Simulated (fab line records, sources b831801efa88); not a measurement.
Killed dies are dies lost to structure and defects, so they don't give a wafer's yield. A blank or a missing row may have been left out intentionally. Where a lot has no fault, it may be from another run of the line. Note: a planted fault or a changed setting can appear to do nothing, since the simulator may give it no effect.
fab line records ; flow gf180mcu
[record] lots = 7; wafers = 21; last_day = 34
route steps=602 shown V4@493 MIM@503
lots with no fault: from the same line, run without faults
start_h: the number of hours between the record's first day and the start of the first shown wafer of the lot ; wait_h: hours since the lot's step before ; " unchanged from the row above ; L1.1+2: a single row standing in for several wafers ; - value missing, or start not given ; * or withheld: withheld ; < > ~ a bound
route shown NAME@n: NAME is a module with steps in the file, n the number in the route of the first one ; usual: mean and standard deviation over wafers with no fault ; same: alike in all rows ; chamber/n: place in a boat ; sites: readings site by site ; _std_site: how widely they spread, as a standard deviation ; _edge_site: mean of outer sites minus mean of inner sites ; radius_mm: how far each site lies from the wafer's centre ; mask NAME#n: copy n ; behind: the tool/chamber that last shaped the wafer ; hold: why the lot went on hold/how many hours it stayed there/how the hold came to an end ; device: transistor that didn't switch, given as n, p or np ; end of line: the tests these same wafers got at the end of their route ; where a step has no rows: the recipe by itself ; killed: not the wafer's yield, but the dies lost to structure and defects at the first sort ; map: shows each die of a wafer: x if killed, . if not, _ if none is there
set.NAME: setting as actually run; set.NAME@STEP: the setting as run at that earlier step ; model.NAME: the simulator's own value behind a step, which no gauge read
lots at some steps of the route; a table a step, a row a wafer
services: a tool's chamber out of use, with start hour (start_h, from the record's first day; less than 0 if before it), hours out, and reason
[[steps]]
[step GF_V4_ETCH_17]
[recipe] chemistry = C4F8/O2/Ar; mask_material = KrF; target = SiO2; stop_on = TiN; source_w = 1500; bias_w = 1200; pressure_mtorr = 40; c4f8_flow_sccm = withheld; O2_flow_sccm = 6; Ar_flow_sccm = 300; time_s = withheld; target_depth_a = 6300
[step GF_V4_STRIP_18]
[recipe] chemistry = O2/N2; power_w = 1400; pressure_mtorr = 1500; platen_temp_c = 250; o2_flow_sccm = 3000; n2_flow_sccm = 300; overash_fraction = 0.5
[usual] chamber_pressure_mTorr = 1500.0/1.5; drypump_motor_current_A = 5.7/0.56; heater_power_w = 340/30; o2_flow_sccm = 3000/8.8; oes_product_au = 0.592/0.0049
lot.wafer;tool;chamber;start_h;wait_h;chamber_pressure_mTorr;drypump_motor_current_A;heater_power_w;o2_flow_sccm;oes_product_au;rf_hours_counter_h
L632.1;plasma_asher-04;1;559.39;-;1499.6;5.3;294;3014;0.592;97
L632.3;plasma_asher-04;0;559.39;-;1498.8;6.5;328;2989;0.594;-
L632.4;plasma_asher-04;1;559.39;-;1500.5;5.3;306;3005;0.584;-
L643.1;plasma_asher-03;0;649.60;-;1499.8;5.3;397;2997;0.592;57
L643.4;plasma_asher-03;0;649.60;-;1499.6;5.3;394;2995;0.591;-
L643.6;plasma_asher-03;0;649.60;-;1501.1;5.3;399;3013;0.584;-
L644.2;plasma_asher-04;1;655.45;-;1499.6;5.3;305;2986;0.596;107
L644.4;plasma_asher-04;0;655.45;-;1497.7;6.5;332;2998;0.591;-
L644.5;plasma_asher-04;1;655.45;-;1498.2;5.2;295;3000;0.598;-
L645.2;plasma_asher-01;1;662.25;-;1500.3;6.1;340;3003;0.585;84
L645.4;plasma_asher-01;1;662.25;-;1500.4;6.1;343;3004;0.587;-
L645.5;plasma_asher-01;0;662.25;-;1502.6;4.9;331;2992;0.594;-
L646.4;plasma_asher-01;1;669.22;-;1501.6;6.1;347;2990;0.599;-
L646.5;plasma_asher-01;0;669.22;-;1500.4;5.0;321;3009;0.590;-
L646.6;plasma_asher-01;1;669.22;-;1501.4;6.0;342;2979;0.597;-
L654.3;plasma_asher-03;1;722.77;-;1498.6;5.7;380;3003;0.591;-
L654.5;plasma_asher-03;1;722.77;-;1501.9;5.8;360;3015;0.592;-
L654.6;plasma_asher-03;0;722.77;-;1500.3;5.3;397;3010;0.592;-
L655.1;plasma_asher-04;1;728.55;-;1499.1;5.3;301;3002;0.591;116
L655.2;plasma_asher-04;0;728.55;-;1500.4;6.5;330;2987;0.589;116
L655.5;plasma_asher-04;1;728.55;-;1499.4;5.2;302;3000;0.586;-
[step GF_V4_STRIP_19]
[recipe] chemistry = post_etch_residue_remover; time_s = 1200; temp_c = 72.5
[step GF_V4_CLEAN_20]
[recipe] chemistry = DIW; dry = n2_spin
[step GF_V4_SPUTTER_21]
[recipe] material = Ti; target_thk_nm = 15; chamber_pressure_pa = 5; power_w = 2500; substrate_temp_c = 200; time_s = 80.02
[step GF_V4_SPUTTER_22]
[recipe] material = TiN; target_thk_nm = 10; chamber_pressure_pa = 5; power_w = 4000; time_s = 40
[usual] cathode_dc_power_W = 4000.0/0.65; chamber_pressure_pa = 5.000/0.0084; throttle_valve_pct = 30.5/1.6
lot.wafer;tool;chamber;start_h;wait_h;cathode_dc_power_W;chamber_pressure_pa;throttle_valve_pct
L632.1;pvd_sputter-01;-;559.98;0.0;4000.4;5.011;27.8
L632.3;pvd_sputter-01;-;559.98;0.0;4001.3;5.014;30.6
L632.4;pvd_sputter-01;-;559.98;0.0;4000.3;4.997;28.8
L643.1;pvd_sputter-04;-;650.19;0.0;3999.5;5.006;31.5
L643.4;pvd_sputter-04;-;650.19;0.0;3999.7;5.005;30.1
L643.6;pvd_sputter-04;-;650.19;0.0;3999.4;5.002;31.5
L644.2;pvd_sputter-01;-;656.05;0.0;4000.8;5.005;30.2
L644.4;pvd_sputter-01;-;656.05;0.0;3999.4;5.012;28.6
L644.5;pvd_sputter-01;-;656.05;0.0;4000.7;5.008;29.0
L645.2;pvd_sputter-02;-;662.84;0.0;3999.8;5.006;32.1
L645.4;pvd_sputter-02;-;662.84;0.0;4000.8;4.997;28.6
L645.5;pvd_sputter-02;-;662.84;0.0;4000.2;5.004;28.4
L646.4;pvd_sputter-04;-;669.78;0.0;4000.4;5.000;29.4
L646.5;pvd_sputter-04;-;669.78;0.0;4000.1;4.995;31.4
L646.6;pvd_sputter-04;-;669.78;0.0;4001.3;5.009;30.3
L654.3;pvd_sputter-02;-;723.36;0.0;4000.4;4.991;31.2
L654.5;pvd_sputter-02;-;723.36;0.0;3999.8;4.995;31.7
L654.6;pvd_sputter-02;-;723.36;0.0;4000.5;5.009;31.3
L655.1;pvd_sputter-02;-;729.15;0.0;3999.6;5.011;33.3
L655.2;pvd_sputter-02;-;729.15;0.0;3999.7;4.984;28.4
L655.5;pvd_sputter-02;-;729.15;0.0;4000.9;5.009;30.9
[step GF_V4_CVD_23]
[recipe] material = W; target_thk_nm = 350; time_s = 104.9; temp_c = 400; pressure_torr = 40
[usual] heater_power_w = 876/83
lot.wafer;tool;chamber;start_h;wait_h;heater_power_w
L632.1;cvd_w-02;1;560.02;0.0;869
L632.3;cvd_w-02;1;560.02;0.0;890
L632.4;cvd_w-02;0;560.02;0.0;772
L643.1;cvd_w-02;1;650.23;0.0;870
L643.4;cvd_w-02;0;650.23;0.0;785
L643.6;cvd_w-02;1;650.23;0.0;868
L644.2;cvd_w-01;1;656.09;0.0;880
L644.4;cvd_w-01;0;656.09;0.0;1052
L644.5;cvd_w-01;1;656.09;0.0;866
L645.2;cvd_w-02;0;662.88;0.0;789
L645.4;cvd_w-02;1;662.88;0.0;888
L645.5;cvd_w-02;0;662.88;0.0;771
L646.4;cvd_w-01;0;669.86;0.1;1063
L646.5;cvd_w-01;0;669.86;0.1;1027
L646.6;cvd_w-01;1;669.86;0.1;859
L654.3;cvd_w-01;0;723.44;0.1;1036
L654.5;cvd_w-01;0;723.44;0.1;1025
L654.6;cvd_w-01;1;723.44;0.1;869
L655.1;cvd_w-02;0;729.19;0.0;783
L655.2;cvd_w-02;1;729.19;0.0;874
L655.5;cvd_w-02;0;729.19;0.0;772
[step GF_V4_RS_MEAS_24]
[recipe] thk_meas_gauge = four-point-probe; reads = W_of_V4_CVD_23+TiN_of_V4_SPUTTER_22+Ti_of_V4_SPUTTER_21
[usual] V4_W_RS = 0.324/0.0036
lot.wafer;tool;chamber;start_h;wait_h;V4_W_RS[ohm/sq]
L632.1;film_metro-03;-;560.13;0.1;0.322
L632.3;film_metro-03;-;560.13;0.1;0.318
L632.4;film_metro-03;-;560.13;0.1;0.319
L643.1;film_metro-04;-;650.34;0.1;0.325
L643.4;film_metro-04;-;650.34;0.1;0.326
L643.6;film_metro-04;-;650.34;0.1;0.325
L644.2;film_metro-04;-;656.22;0.1;0.323
L644.4;film_metro-04;-;656.22;0.1;0.323
L644.5;film_metro-04;-;656.22;0.1;0.328
L645.2;film_metro-04;-;663.01;0.1;0.322
L645.4;film_metro-04;-;663.01;0.1;0.323
L645.5;film_metro-04;-;663.01;0.1;0.322
L646.4;film_metro-03;-;669.99;0.1;0.327
L646.5;film_metro-03;-;669.99;0.1;0.326
L646.6;film_metro-03;-;669.99;0.1;0.323
L654.3;film_metro-04;-;723.55;0.1;0.327
L654.5;film_metro-04;-;723.55;0.1;0.330
L654.6;film_metro-04;-;723.55;0.1;0.324
L655.1;film_metro-02;-;729.30;0.1;0.322
L655.2;film_metro-02;-;729.30;0.1;0.328
L655.5;film_metro-02;-;729.30;0.1;0.314
[step GF_V4_THK_MEAS_25]
[recipe] thk_meas_gauge = xrf; reads = W_of_V4_CVD_23
[usual] V4_W_THK = 358/5.9
lot.wafer;tool;chamber;start_h;wait_h;V4_W_THK[nm]
L632.1;film_metro-03;-;560.25;0.1;364
L632.3;film_metro-03;-;560.25;0.1;370
L632.4;film_metro-03;-;560.25;0.1;368
L643.1;film_metro-04;-;650.46;0.1;360
L643.4;film_metro-04;-;650.46;0.1;359
L643.6;film_metro-04;-;650.46;0.1;358
L644.2;film_metro-04;-;656.33;0.1;363
L644.4;film_metro-04;-;656.33;0.1;362
L644.5;film_metro-04;-;656.33;0.1;355
L645.2;film_metro-04;-;663.12;0.1;363
L645.4;film_metro-04;-;663.12;0.1;363
L645.5;film_metro-04;-;663.12;0.1;364
L646.4;film_metro-03;-;670.08;0.1;351
L646.5;film_metro-03;-;670.08;0.1;352
L646.6;film_metro-03;-;670.08;0.1;354
L654.3;film_metro-04;-;723.65;0.1;363
L654.5;film_metro-04;-;723.65;0.1;357
L654.6;film_metro-04;-;723.65;0.1;364
L655.1;film_metro-02;-;729.42;0.1;356
L655.2;film_metro-02;-;729.42;0.1;351
L655.5;film_metro-02;-;729.42;0.1;365
[step GF_V4_CMP_26]
[recipe] stop_on = SiO2; down_force_psi = 3.5; platen_rpm = 60; t_overpolish_s = 15; target_thk_nm = 0; pad_velocity_m_s = 0.94248
[usual] motor_current_A = 11.0/1; overpolish_run_s = 15.001/0.0089; time_to_endpoint_s = 85/3.3
lot.wafer;tool;chamber;start_h;wait_h;motor_current_A;overpolish_run_s;time_to_endpoint_s
L632.3;cmp-02;0;560.31;0.0;9.8;14.993;88
L632.4;cmp-02;1;560.31;0.0;10.9;15.002;83
L632.1;cmp-02;2;560.31;0.0;9.2;15.019;84
L643.4;cmp-01;1;650.62;0.1;11.3;15.012;86
L643.1;cmp-01;2;650.62;0.1;10.7;15.013;85
L643.6;cmp-01;0;650.62;0.1;11.3;14.998;84
L644.2;cmp-02;1;656.38;0.0;12.1;14.995;81
L644.4;cmp-02;0;656.38;0.0;9.3;14.995;90
L644.5;cmp-02;2;656.38;0.0;9.0;14.994;80
L645.2;cmp-01;0;663.27;0.1;11.4;15.000;82
L645.4;cmp-01;1;663.27;0.1;12.3;14.995;88
L645.5;cmp-01;2;663.27;0.1;10.8;14.999;90
L646.4;cmp-01;3;670.26;0.2;11.0;15.005;85
L646.6;cmp-01;0;670.26;0.2;11.5;14.987;88
L646.5;cmp-01;1;670.26;0.2;12.1;15.005;89
L654.3;cmp-02;2;723.74;0.1;8.8;15.010;87
L654.6;cmp-02;1;723.74;0.1;12.4;15.007;84
L654.5;cmp-02;2;723.74;0.1;9.3;14.994;82
L655.2;cmp-02;3;729.53;0.1;11.9;14.988;83
L655.1;cmp-02;0;729.53;0.1;9.2;14.989;89
L655.5;cmp-02;3;729.53;0.1;11.7;14.999;84
[step GF_MIM_SPUTTER_00]
[recipe] material = Ti; target_thk_nm = 37.5; arriving_ion_energy_ev = 80; substrate_temp_c = 200; chamber_pressure_pa = 2; power_w = 4000; time_s = 150
[usual] cathode_dc_power_W = 4000.1/0.77; chamber_pressure_pa = 2.000/0.0038; substrate_temp_c = 200.00/0.15; throttle_valve_pct = 29.8/1.4
lot.wafer;tool;chamber;start_h;wait_h;cathode_dc_power_W;chamber_pressure_pa;substrate_temp_c;throttle_valve_pct
L632.1;pvd_sputter-02;-;560.61;0.1;4000.3;2.003;199.90;30.8
L632.3;pvd_sputter-02;-;560.61;0.1;3999.7;1.996;199.97;33.2
L632.4;pvd_sputter-02;-;560.61;0.1;4000.6;2.008;200.17;31.0
L643.1;pvd_sputter-01;-;650.82;0.1;4001.9;2.009;199.90;30.6
L643.4;pvd_sputter-01;-;650.82;0.1;4000.0;1.994;200.20;29.2
L643.6;pvd_sputter-01;-;650.82;0.1;4001.3;1.992;199.74;30.1
L644.2;pvd_sputter-03;-;656.68;0.2;4000.2;2.002;199.95;28.6
L644.4;pvd_sputter-03;-;656.68;0.2;4000.2;1.996;200.02;29.1
L644.5;pvd_sputter-03;-;656.68;0.2;3998.9;1.997;199.96;29.2
L645.2;pvd_sputter-03;-;663.47;0.1;4001.3;2.002;200.01;30.5
L645.4;pvd_sputter-03;-;663.47;0.1;4001.7;1.993;200.09;29.0
L645.5;pvd_sputter-03;-;663.47;0.1;4000.1;1.997;200.13;30.5
L646.4;pvd_sputter-02;-;670.41;0.1;4001.2;1.999;200.00;31.3
L646.5;pvd_sputter-02;-;670.41;0.1;4000.3;1.999;200.15;28.5
L646.6;pvd_sputter-02;-;670.41;0.1;3998.9;1.995;199.80;31.8
L654.3;pvd_sputter-03;-;723.99;0.2;3998.5;2.001;200.02;30.6
L654.5;pvd_sputter-03;-;723.99;0.2;3999.5;2.003;200.01;28.6
L654.6;pvd_sputter-03;-;723.99;0.2;3999.6;1.999;200.31;29.2
L655.1;pvd_sputter-02;-;729.78;0.1;3998.9;1.998;199.89;31.2
L655.2;pvd_sputter-02;-;729.78;0.1;3999.5;1.995;200.34;28.5
L655.5;pvd_sputter-02;-;729.78;0.1;4000.7;2.004;199.70;33.4
[step GF_MIM_SPUTTER_01]
[recipe] material = TiN; target_thk_nm = 30; power_w = 6500; time_s = 25; chamber_pressure_pa = 0.4
[step GF_MIM_SPUTTER_02]
[recipe] material = AlCu; target_thk_nm = 450; power_w = 10600; time_s = 23.9; chamber_pressure_pa = 0.4
[usual] cathode_dc_power_W = 10600/2; chamber_pressure_pa = 0.4000/0.00087; throttle_valve_pct = 29.8/1.4
lot.wafer;tool;chamber;start_h;wait_h;cathode_dc_power_W;chamber_pressure_pa;throttle_valve_pct
L632.1;pvd_sputter-02;-;560.75;0.0;10600;0.3989;30.9
L632.3;pvd_sputter-02;-;560.75;0.0;10602;0.4014;33.4
L632.4;pvd_sputter-02;-;560.75;0.0;10600;0.3980;31.0
L643.1;pvd_sputter-01;-;650.95;0.0;-;-;-
L643.4;pvd_sputter-01;-;650.95;0.0;-;-;-
L643.6;pvd_sputter-01;-;650.95;0.0;-;-;-
L644.2;pvd_sputter-03;-;656.81;0.0;-;-;-
L644.4;pvd_sputter-03;-;656.81;0.0;-;-;-
L644.5;pvd_sputter-03;-;656.81;0.0;-;-;-
L645.2;pvd_sputter-03;-;663.61;0.0;-;-;-
L645.4;pvd_sputter-03;-;663.61;0.0;-;-;-
L645.5;pvd_sputter-03;-;663.61;0.0;-;-;-
L646.4;pvd_sputter-02;-;670.54;0.0;10599;0.4001;31.0
L646.5;pvd_sputter-02;-;670.54;0.0;10599;0.4007;28.1
L646.6;pvd_sputter-02;-;670.54;0.0;10596;0.4006;31.8
L654.3;pvd_sputter-03;-;724.12;0.0;10596;0.4002;30.8
L654.5;pvd_sputter-03;-;724.12;0.0;10600;0.4008;28.7
L654.6;pvd_sputter-03;-;724.12;0.0;10600;0.4003;29.5
L655.1;pvd_sputter-02;-;729.91;0.0;10601;0.4000;31.2
L655.2;pvd_sputter-02;-;729.91;0.0;10603;0.3999;28.5
L655.5;pvd_sputter-02;-;729.91;0.0;10601;0.4001;33.3
[step GF_MIM_SPUTTER_03]
[recipe] material = Ti; target_thk_nm = 10; substrate_temp_c = 300; chamber_pressure_pa = 0.3; power_w = 3000; time_s = 6.7
[[services]]
tool;chamber;start_h;hours;kind
pvd_sputter-02;-;537.92;3.6;repair
cmp-02;-;543.12;0.6;repair
plasma_asher-04;-;572.04;1.2;repair
cmp-02;-;572.26;4.0;pm
cmp-02;-;576.26;-;consumable_replace:conditioner
cmp-02;-;576.26;-;consumable_replace:pad
plasma_asher-03;-;589.12;0.8;repair
cvd_w-01;0;593.21;6.5;repair
plasma_asher-03;-;628.80;9.9;pm
cvd_w-01;-;651.60;2.8;pm
plasma_asher-04;-;656.84;2.3;repair
plasma_asher-04;-;658.31;0.5;repair
plasma_asher-01;-;705.32;14.0;pm
pvd_sputter-02;-;716.08;0.7;repair
plasma_asher-01;-;719.32;15.6;pm
plasma_asher-04;-;724.71;0.5;repair
[[key]]
[first_sign] step = GF_MIM_SPUTTER_02; reading = tool_record; direction = missing
effect none on later readings
met_at GF_MIM_SPUTTER_02
struck_wafers L643.1,L643.4,L643.6,L644.2,L644.4,L644.5,L645.2,L645.4,L645.5
later_rows_left_out L643.1,L643.4,L643.6,L644.2,L644.4,L644.5,L645.2,L645.4,L645.5
sort_left_out L643.1,L643.4,L643.6,L644.2,L644.4,L644.5,L645.2,L645.4,L645.5
[fault] kind = skipped_step_whole; tool = pvd_sputter-01,pvd_sputter-03; chamber = -; onset_h = 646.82; steps = GF_MIM_SPUTTER_02; scope = struck_lots_only
// sort_left_out: the simulated sort isn't trusted on such a fault, so these wafers' sort isn't shown, and their yield isn't known
// later_rows_left_out: the simulator's readings of these wafers behind a module that went badly wrong aren't trusted and aren't shown, but for the sort
